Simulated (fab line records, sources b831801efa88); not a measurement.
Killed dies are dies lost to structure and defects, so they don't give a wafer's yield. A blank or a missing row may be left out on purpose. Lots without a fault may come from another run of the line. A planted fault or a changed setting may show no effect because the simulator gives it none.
Chamber matching | flow sky130 | SKY_FIELD_ISO_CMP_27 on cmp-02: 4 sister chambers
The step polishes, stops on Si3N4, t overpolish 16 s, target thk 457.8 nm. 8 wafers are shown with their chamber, then 7 later ones without.

WAFERS WITH THEIR CHAMBER
wafer  | chamber | motor_current_A (A) | time_to_endpoint_s (s)
L398.3 | 1       | 14.1                | 115
L398.5 | 1       | 14.0                | 117
L403.1 | 3       | 14.1                | 119
L403.5 | 0       | 11.5                | 111
L407.4 | 3       | 13.9                | 110
L407.6 | 0       | 11.3                | 104
L412.2 | 2       | 11.5                | 105
L412.5 | 2       | 12.6                | 102

WAFERS WITHOUT THEIR CHAMBER
wafer  | motor_current_A (A) | time_to_endpoint_s (s)
L412.6 | 14.3                | 111
L413.2 | 14.3                | 112
L413.3 | 14.7                | 115
L413.4 | 11.6                | 107
L417.4 | 12.3                | 103
L417.5 | 11.4                | 106
L417.6 | 14.7                | 112

WHICH CHAMBER EACH WENT THROUGH
wafer  | from the rows above     | in truth
L412.6 | can't be placed: 3 or 1 | 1
L413.2 | can't be placed: 3 or 1 | 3
L413.3 | can't be placed: 1 or 3 | 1
L413.4 | can't be placed: 0 or 2 | 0
L417.4 | can't be placed: 2 or 0 | 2
L417.5 | can't be placed: 0 or 2 | 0
L417.6 | can't be placed: 3 or 1 | 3
Placed correctly: 0 of 7. Can't be placed from these rows: 7 (the true chamber is among the candidates in 7). Placed wrongly: 0.
How it was worked out, from the rows above alone: a wafer's distance from a chamber is the root of the sum, over the readings, of the square of ((its reading less the chamber's mean) divided by the reading's scatter). The wafer belongs to the nearest chamber; if the next one is less than 2 further off, it can't be placed. A chamber's mean is the mean of its shown wafers. The scatter: the root of (the sum of the squares of (reading less its chamber's mean) over the shown wafers, divided by (wafers less chambers)).
